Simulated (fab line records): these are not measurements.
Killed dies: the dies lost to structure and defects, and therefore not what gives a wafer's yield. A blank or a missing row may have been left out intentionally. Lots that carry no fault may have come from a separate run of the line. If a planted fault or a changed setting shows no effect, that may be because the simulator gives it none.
fab line records	flow gf180mcu
record lots=10	wafers=30	last-day=34
route steps=602 shown POLY_GATE@157 HV_LDD@198 V1@339 M2@368
lots that met no fault: from a run of the same line without faults
start-h: start of the lot's first displayed wafer, in hours after the record's first day	wait-h: hours from the lot's prior step to this one	" as in the row above	L1.1+2: a single row standing in for several wafers	- either no value or no given start	* or withheld: withheld	< > ~ a bound
route shown NAME@n: NAME is a module with steps in the file, n the number in the route of the first one	usual: mean and standard deviation over wafers with no fault	same: alike in all rows	chamber/n: place in a boat	sites: each site's reading	_std_site: standard deviation of those values	_edge_site: the outer-site mean with the inner-site mean subtracted	radius-mm: for every site, how far away it sits from the centre of the wafer	mask NAME#n: copy n	behind: tool/chamber where the wafer was last shaped	hold: why the lot was held/for how many hours/how that ended	device: which transistor (n, p or np) failed to switch	end of line: tests run on the same wafers once the route is complete	a step without rows: its recipe alone	killed: dies that structure and defects cost at the first sort, which is not the same as the wafer's yield	map: a wafer's dies, x killed, . not, _ none there
set.NAME: the setting as run; set.NAME@STEP: as run at that earlier step	model.NAME: the simulator's own value behind a step, which no gauge read
route steps across a sampled set of lots; one table per step, one row per wafer
services: a tool's chamber out of use, with start hour (start-h, from the record's first day; less than 0 if before it), hours out, and reason
## steps
# step GF_POLY_GATE_CVD_00
# recipe material=poly-Si	target-thk-nm=200	temp-c=620	time-s=1200	pressure-mtorr=200
# usual spike-tc-upper-C=619.9/1.1	zone-power-lower-pct=8.5/0.37
lot.wafer	tool	chamber	start-h	wait-h	spike-tc-upper-C	zone-power-lower-pct
L578.2	lpcvd-02	0	178.66	0.2	619.5	9.2
L578.5	"	0	"	"	619.3	9.1
L578.6	"	0	"	"	618.9	9.0
L579.3	lpcvd-02	0	183.56	0.0	620.7	9.1
L579.4	"	0	"	"	620.4	9.2
L579.5	"	0	"	"	621.9	9.4
L580.4	lpcvd-01	1	191.86	0.0	619.4	8.4
L580.5	"	1	"	"	619.2	8.3
L580.6	"	1	"	"	619.0	8.4
L590.1	lpcvd-01	0	263.31	0.0	619.6	8.4
L590.4	"	0	"	"	621.4	8.4
L590.6	"	0	"	"	621.8	8.3
L591.3	lpcvd-01	1	273.95	0.0	619.7	8.4
L591.5	"	1	"	"	619.6	8.3
L591.6	"	1	"	"	621.1	8.3
L593.1	lpcvd-02	1	281.00	0.0	619.4	8.2
L593.2	"	1	"	"	619.6	8.2
L593.3	"	1	"	"	617.5	8.1
L594.1	lpcvd-02	1	290.34	0.0	619.9	8.1
L594.4	"	1	"	"	619.7	8.1
L594.5	"	1	"	"	617.4	8.2
L596.3	lpcvd-02	0	305.63	0.0	620.4	9.0
L596.4	"	0	"	"	620.2	9.1
L596.6	"	0	"	"	620.9	9.0
L597.1	lpcvd-01	1	313.07	0.0	620.9	8.4
L597.3	"	1	"	"	620.2	8.4
L597.4	"	1	"	"	620.4	8.5
L600.2	lpcvd-02	1	331.24	0.0	621.1	8.3
L600.3	"	1	"	"	619.5	8.1
L600.6	"	1	"	"	618.0	8.1
# step GF_POLY_GATE_THK_MEAS_01
# recipe reads=poly-Si_of_POLY_GATE_CVD_00
# usual POLY_GATE_CVD_00_THK=200.3/1.9
lot.wafer	tool	chamber	start-h	wait-h	POLY_GATE_CVD_00_THK[nm]
L578.2	film-metro-04	-	180.00	0.0	200.0
L578.5	"	-	"	"	200.9
L578.6	"	-	"	"	199.8
L579.3	film-metro-04	-	184.91	0.0	199.8
L579.4	"	-	"	"	198.7
L579.5	"	-	"	"	200.6
L580.4	film-metro-03	-	193.22	0.0	197.8
L580.5	"	-	"	"	197.4
L580.6	"	-	"	"	196.5
L590.1	film-metro-04	-	264.65	0.0	181.1
L590.4	"	-	"	"	182.8
L590.6	"	-	"	"	180.5
L591.3	film-metro-04	-	275.30	0.0	199.9
L591.5	"	-	"	"	199.6
L591.6	"	-	"	"	199.5
L593.1	film-metro-01	-	282.33	0.0	199.7
L593.2	"	-	"	"	200.7
L593.3	"	-	"	"	200.3
L594.1	film-metro-03	-	291.67	0.0	201.7
L594.4	"	-	"	"	203.0
L594.5	"	-	"	"	200.9
L596.3	film-metro-01	-	306.99	0.0	200.1
L596.4	"	-	"	"	199.3
L596.6	"	-	"	"	198.5
L597.1	film-metro-03	-	314.40	0.0	196.7
L597.3	"	-	"	"	197.1
L597.4	"	-	"	"	196.7
L600.2	film-metro-04	-	332.59	0.0	199.0
L600.3	"	-	"	"	199.1
L600.6	"	-	"	"	200.3
# step GF_POLY_GATE_ETCH_13
# recipe target=poly-Si	target-depth-nm=198.5	stop-on=SiO2	over-etch-frac=0.403	chemistry=HBr/Cl2	icp-w=400	bias-w=100	pressure-mtorr=10	HBr_flow_sccm=150	Cl2_flow_sccm=50	time-s=69.6
# usual drypump-motor-current-A=5.8/0.52	oes-product-au=0.990/0.0071	throttle-valve-pct=33.684/0.0099
# same over-etch-frac=0.403
lot.wafer	tool	chamber	start-h	wait-h	drypump-motor-current-A	oes-product-au	rf-hours-counter-h	throttle-valve-pct
L578.2	rie-si-01	0	197.98	-	6.6	1.002	1	33.683
L578.5	"	2	"	"	5.5	0.994	-	33.707
L578.6	"	3	"	"	5.0	0.992	-	33.672
L579.3	rie-si-01	2	202.43	-	5.5	0.988	0	33.677
L579.4	"	0	"	"	6.6	0.990	1	33.685
L579.5	"	0	"	"	6.6	0.998	-	33.663
L580.4	rie-si-01	3	210.79	-	5.0	0.983	72	33.690
L580.5	"	3	"	"	5.0	0.981	-	33.682
L580.6	"	0	"	"	6.6	0.988	-	33.679
L590.1	rie-si-02	0	284.54	-	6.3	0.929	3	33.674
L590.4	"	1	"	"	6.5	0.939	53	33.701
L590.6	"	2	"	"	5.8	0.938	-	33.705
L591.3	rie-si-01	0	295.58	-	6.6	0.998	2	33.683
L591.5	"	2	"	"	5.5	0.979	-	33.683
L591.6	"	1	"	"	5.5	0.979	-	33.666
L593.1	rie-si-02	3	303.04	-	5.7	0.984	2	33.676
L593.2	"	1	"	"	6.4	0.994	53	33.676
L593.3	"	0	"	"	6.3	0.989	3	33.684
L594.1	rie-si-01	2	312.48	-	5.5	1.001	1	33.671
L594.4	"	3	"	"	5.0	1.004	73	33.682
L594.5	"	2	"	"	5.5	0.995	-	33.673
L596.3	rie-si-02	0	327.64	-	6.2	0.978	4	33.682
L596.4	"	2	"	"	5.8	0.980	1	33.690
L596.6	"	1	"	"	6.4	0.977	-	33.692
L597.1	rie-si-02	2	335.48	-	5.8	0.983	1	33.687
L597.3	"	1	"	"	6.4	0.974	53	33.695
L597.4	"	0	"	"	6.3	0.979	4	33.676
L600.2	rie-si-01	2	355.88	-	5.5	0.987	2	33.668
L600.3	"	1	"	"	5.5	0.982	82	33.691
L600.6	"	0	"	"	6.6	0.992	-	33.682
# step GF_HV_LDD_STRIP_22
# recipe chemistry=O2/N2	power-w=1400	pressure-mtorr=1500	platen-temp-c=250	o2-flow-sccm=3000	n2-flow-sccm=300	overash-fraction=0.5
# usual drypump-motor-current-A=6.0/0.34	heater-power-w=336/13	o2-flow-sccm=3001/9	oes-product-au=0.716/0.0044	strip-time-to-endpoint-s=12.63/0.031
lot.wafer	tool	chamber	start-h	wait-h	drypump-motor-current-A	heater-power-w	o2-flow-sccm	oes-product-au	rf-hours-counter-h	strip-time-to-endpoint-s
L578.2	plasma-asher-03	1	236.13	0.1	6.5	333	3006	0.721	45	12.66
L578.5	"	0	"	"	5.7	331	2996	0.715	-	12.64
L578.6	"	1	"	"	6.5	335	3014	0.719	-	12.62
L579.3	plasma-asher-01	1	240.07	0.1	6.0	350	3015	0.718	-	12.60
L579.4	"	0	"	"	6.0	319	2990	0.714	-	12.63
L579.5	"	0	"	"	6.0	324	2990	0.720	-	12.63
L580.4	plasma-asher-03	0	250.92	0.1	5.8	336	2997	0.714	-	12.63
L580.5	"	1	"	"	6.5	339	2993	0.721	-	12.60
L580.6	"	0	"	"	5.7	330	2993	0.719	-	12.59
L590.1	plasma-asher-04	0	327.35	0.1	6.1	366	3000	0.715	20	12.59
L590.4	"	1	"	"	5.3	322	3011	0.719	-	12.67
L590.6	"	1	"	"	5.3	331	3008	0.707	-	12.62
L591.3	plasma-asher-01	1	339.61	0.1	6.0	350	2990	0.717	-	12.61
L591.5	"	1	"	"	6.0	347	2993	0.719	-	12.62
L591.6	"	0	"	"	6.0	326	3013	0.713	-	12.59
L593.1	plasma-asher-01	1	347.70	0.1	5.9	351	3005	0.723	73	12.63
L593.2	"	0	"	"	6.0	321	2989	0.711	73	12.66
L593.3	"	0	"	"	6.0	323	2999	0.713	-	12.68
L594.1	plasma-asher-01	1	357.38	0.1	6.0	350	2985	0.719	74	12.64
L594.4	"	1	"	"	6.0	347	2984	0.720	-	12.63
L594.5	"	1	"	"	6.0	346	2994	0.719	-	12.62
L596.3	plasma-asher-01	0	372.97	0.1	6.0	323	3008	0.717	-	12.62
L596.4	"	1	"	"	6.0	344	2996	0.718	-	12.63
L596.6	"	1	"	"	6.0	341	2995	0.712	-	12.69
L597.1	plasma-asher-03	1	381.60	0.1	6.5	336	3003	0.716	60	12.61
L597.3	"	1	"	"	6.5	342	3001	0.723	-	12.60
L597.4	"	0	"	"	5.8	336	3009	0.720	-	12.60
L600.2	plasma-asher-01	0	402.18	0.1	6.0	327	3000	0.715	78	12.70
L600.3	"	1	"	"	6.0	345	3010	0.717	-	12.66
L600.6	"	1	"	"	6.0	347	3022	0.712	-	12.63
# step GF_V1_CMP_04
# recipe material=SiO2	down-force-psi=4	platen-rpm=60	pad-velocity-m-s=0.94248
# usual head-pressure-psi=4.000/0.0087	motor-current-A=12.3/0.98	time-to-endpoint-s=78/5.4
lot.wafer	tool	chamber	start-h	wait-h	head-pressure-psi	motor-current-A	time-to-endpoint-s
L578.2	cmp-01	0	387.32	0.0	4.019	11.7	87
L578.5	"	0	"	"	3.993	11.0	89
L578.6	"	1	"	"	3.991	12.9	89
L579.4	cmp-02	3	395.62	0.0	4.005	11.2	81
L579.3	"	0	"	"	4.008	11.3	71
L579.5	"	3	"	"	4.008	11.1	81
L580.4	cmp-02	1	406.24	0.2	4.012	12.3	88
L580.5	"	0	"	"	3.985	11.0	77
L580.6	"	1	"	"	4.004	12.7	89
L590.1	cmp-02	0	497.83	0.1	3.996	11.2	80
L590.4	"	1	"	"	3.994	13.1	89
L590.6	"	2	"	"	3.997	12.7	91
L591.3	cmp-01	0	511.22	0.2	4.011	11.1	80
L591.6	"	1	"	"	4.020	12.4	76
L591.5	"	2	"	"	4.007	11.5	79
L593.3	cmp-01	1	519.76	0.0	3.990	13.1	69
L593.1	"	2	"	"	4.000	11.8	76
L593.2	"	0	"	"	3.996	11.5	70
L594.4	cmp-02	0	529.55	0.1	3.987	10.9	82
L594.1	"	2	"	"	3.997	12.3	72
L594.5	"	3	"	"	3.997	11.3	72
L596.4	cmp-02	0	546.02	0.0	4.001	11.1	76
L596.3	"	1	"	"	4.004	12.6	74
L596.6	"	0	"	"	3.996	10.9	79
L597.1	cmp-01	1	555.33	0.1	3.993	12.4	77
L597.3	"	2	"	"	3.992	12.0	82
L597.4	"	3	"	"	4.005	13.8	79
L600.3	cmp-01	0	574.21	0.0	4.005	12.0	78
L600.2	"	1	"	"	3.992	12.4	73
L600.6	"	1	"	"	4.002	12.6	83
# step GF_M2_THK_MEAS_06
# recipe thk-meas-gauge=xrf	reads=AlCu_of_M2_SPUTTER_02
# usual M2_ALCU_THK=443/4.9
lot.wafer	tool	chamber	start-h	wait-h	M2_ALCU_THK[nm]
L578.2	film-metro-01	-	412.40	0.1	447
L578.5	"	-	"	"	453
L578.6	"	-	"	"	441
L579.3	film-metro-01	-	421.09	0.1	450
L579.4	"	-	"	"	441
L579.5	"	-	"	"	451
L580.4	film-metro-01	-	431.47	0.1	439
L580.5	"	-	"	"	440
L580.6	"	-	"	"	434
L590.1	film-metro-03	-	523.54	0.1	439
L590.4	"	-	"	"	441
L590.6	"	-	"	"	439
L591.3	film-metro-04	-	536.67	0.1	450
L591.5	"	-	"	"	447
L591.6	"	-	"	"	445
L593.1	film-metro-04	-	544.41	0.1	442
L593.2	"	-	"	"	445
L593.3	"	-	"	"	443
L594.1	film-metro-04	-	554.63	0.1	436
L594.4	"	-	"	"	436
L594.5	"	-	"	"	439
L596.3	film-metro-04	-	570.31	0.1	444
L596.4	"	-	"	"	444
L596.6	"	-	"	"	445
L597.1	film-metro-03	-	578.92	0.1	445
L597.3	"	-	"	"	445
L597.4	"	-	"	"	442
L600.2	film-metro-03	-	597.44	0.1	445
L600.3	"	-	"	"	446
L600.6	"	-	"	"	446
## services
tool	chamber	start-h	hours	kind
cmp-01	-	190.28	0.2	repair
cmp-01	-	217.63	1.2	repair
cmp-02	-	222.76	0.9	repair
cmp-02	-	232.00	4.0	pm
cmp-02	-	233.43	0.8	repair
cmp-01	-	234.75	0.5	repair
cmp-02	-	249.49	8.2	pm
lpcvd-02	-	263.05	0.5	repair
cmp-02	-	264.10	1.8	repair
cmp-02	-	338.98	48.4	repair
plasma-asher-01	-	367.58	0.9	repair
cmp-01	-	367.74	4.7	pm
cmp-01	-	377.24	4.3	repair
rie-si-01	0	387.10	1.9	repair
cmp-01	-	387.62	4.8	pm
cmp-02	-	390.56	3.4	repair
plasma-asher-01	-	408.88	12.6	pm
rie-si-01	-	452.08	2.8	pm
rie-si-01	2	464.48	3.9	repair
plasma-asher-01	-	489.31	0.4	repair
plasma-asher-01	-	494.36	4.0	repair
plasma-asher-01	-	509.82	2.8	pm
rie-si-01	-	518.94	2.2	repair
rie-si-01	-	566.23	0.3	repair
## key
first-sign step=GF_POLY_GATE_THK_MEAS_01	reading=POLY_GATE_CVD_00_THK	direction=down	sigmas=9.7	usual=200.3	struck=181.5
effect step=GF_POLY_GATE_ETCH_13	reading=oes-product-au	direction=down	sigmas=7.7	usual=0.990	struck=0.935
met-at GF_POLY_GATE_CVD_00
struck-lots L590
struck-wafers L590.1,L590.4,L590.6
tester-left-out L590
not-acting-at GF_HV_LDD_STRIP_22,GF_V1_CMP_04,GF_M2_THK_MEAS_06
fault kind=site-profile-drift	tool=lpcvd-01	chamber=0	onset-h=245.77	steps=GF_POLY_GATE_CVD_00	basis=fraction	max-abs-drift=0.21977	slope-share-per-hr=109.89	site-pattern=0,0,0,0,0,-1,-1,-1,-1
# tester-left-out: of these lots the tester's yield and bins aren't shown, on N5 and GAA mostly nor the transistor test; their killed dies are dies lost to structure and defects alone, not to doping, threshold or leakage, so they don't give the yield
